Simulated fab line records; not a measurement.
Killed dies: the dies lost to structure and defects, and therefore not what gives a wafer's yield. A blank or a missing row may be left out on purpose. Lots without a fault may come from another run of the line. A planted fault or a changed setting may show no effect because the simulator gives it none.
One fault through the eyes of 2 desks | flow gf180mcu | every desk sees just its own numbers, and what lay behind them comes last

FROM THE METROLOGY DESK
Lot by lot, what the gauges showed, no matter which tool ran the lot: averages of those sampled wafers that carry a number. Marked OUT: a lot whose mean sits more than 4 standard deviations from the usual mean, which makes it out of limits; the brackets give that distance.
Columns: A = cd nm at GF_TOP_METAL_CD_MEAS_14, usual 440.2 nm; B = TOP_METAL_OVL at GF_TOP_METAL_OVL_MEAS_15, usual -0.6 nm; C = PASSIVATION_CVD_00_THK at GF_PASSIVATION_THK_MEAS_01, usual 1000 nm; D = PASSIVATION_CVD_02_THK at GF_PASSIVATION_THK_MEAS_03, usual 701 nm
lot  | first seen here | A     | B    | C             | D
L955 | day 28 21:00    | 443.3 | -0.1 | 1003          | 701
L956 | day 29 04:47    | 438.8 | -1.2 | 993           | 708
L958 | day 29 21:22    | 440.0 | -1.7 | 791 (-15) OUT | 704
L959 | day 30 09:18    | 436.6 | -2.3 | 789 (-15) OUT | 705
L965 | day 32 01:02    | 442.3 | 0.4  | 993           | 708
L968 | day 32 13:23    | 439.4 | -0.4 | 1011          | 701
This desk finds L958, L959 out of limits, with the earliest case on L958 at day 29 22:33 (PASSIVATION_CVD_00_THK at GF_PASSIVATION_THK_MEAS_01). In limits: L955, L956, L965, L968.

TOOL OWNER'S DESK, pecvd-04
The tool's own readings at GF_PASSIVATION_CVD_00 (deposits SiO2 from TEOS, target thk 1000 nm, time 111.95 s): means of the sampled wafers that have a number, for each lot that ran on this tool. Marked OUT: a lot whose mean sits more than 4 standard deviations from the usual mean, which makes it out of limits; the brackets give that distance.
Columns: A = heater power w at GF_PASSIVATION_CVD_00, usual 603 W
lot  | first seen here | A
L955 | day 28 21:55    | 583
L958 | day 29 22:28    | 611
L959 | day 30 10:09    | 584
This desk's finding: nothing out of limits on any of the 3 lots.

BROUGHT TOGETHER
At day 29 22:33 the metrology desk could have sounded an alarm, on L958, L959.
The desk of the tool owner found nothing out of limits.
On record at the tool owner's desk: L958, L959, within its limits.
The lots listed all ran GF_PASSIVATION_CVD_00 on pecvd-04.

WHAT THE SIMULATOR HAD INSERTED
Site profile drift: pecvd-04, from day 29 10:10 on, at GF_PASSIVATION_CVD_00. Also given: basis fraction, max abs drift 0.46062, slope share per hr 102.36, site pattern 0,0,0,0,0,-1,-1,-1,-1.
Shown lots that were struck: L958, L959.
Hours from the fault's start to each desk's first reading out of limits: the metrology desk, 12.
